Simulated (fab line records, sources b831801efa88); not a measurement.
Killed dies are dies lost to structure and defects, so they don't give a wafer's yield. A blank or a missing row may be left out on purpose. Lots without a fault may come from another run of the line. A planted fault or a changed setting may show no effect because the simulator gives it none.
Chamber matching | flow sky130 | SKY_VIA3_CMP_24 on cmp-02: 4 sister chambers
The step polishes, stops on SiO2, t overpolish 20 s, target thk 0 nm. 4 wafers are shown with their chamber, then 12 later ones without.

WAFERS WITH THEIR CHAMBER
wafer  | chamber | motor_current_A (A)
L083.4 | 0       | 10.4
L087.1 | 1       | 12.4
L087.2 | 2       | 10.6
L087.4 | 3       | 10.2

WAFERS WITHOUT THEIR CHAMBER
wafer  | motor_current_A (A)
L088.3 | 10.2
L088.4 | 12.1
L088.6 | 10.2
L090.2 | 10.3
L090.4 | 10.9
L090.5 | 10.2
L093.1 | 10.6
L093.2 | 10.9
L093.3 | 12.4
L093.4 | 10.1
L093.5 | 13.4
L093.6 | 10.4

WHICH CHAMBER EACH WENT THROUGH
wafer  | from the rows above          | in truth
L088.3 | can't be placed: 3 or 0 or 2 | 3
L088.4 | 1                            | 1
L088.6 | can't be placed: 3 or 0 or 2 | 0
L090.2 | can't be placed: 0 or 3 or 2 | 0
L090.4 | can't be placed: 2 or 0 or 3 | 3
L090.5 | can't be placed: 3 or 0 or 2 | 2
L093.1 | can't be placed: 2 or 0 or 3 | 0
L093.2 | can't be placed: 2 or 0 or 3 | 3
L093.3 | 1                            | 1
L093.4 | can't be placed: 3 or 0 or 2 | 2
L093.5 | 1                            | 1
L093.6 | can't be placed: 0 or 2 or 3 | 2
Placed correctly: 3 of 12. Can't be placed from these rows: 9 (the true chamber is among the candidates in 9). Placed wrongly: 0.
How it was worked out, from the rows above alone: a wafer's distance from a chamber is the root of the sum, over the readings, of the square of ((its reading less the chamber's mean) divided by the reading's scatter). The wafer belongs to the nearest chamber; if the next one is less than 2 further off, it can't be placed. A chamber's mean is the mean of its shown wafers. The scatter: with one shown wafer a chamber, the root of the mean of the squares of how far each hidden wafer lies from its nearest shown one.
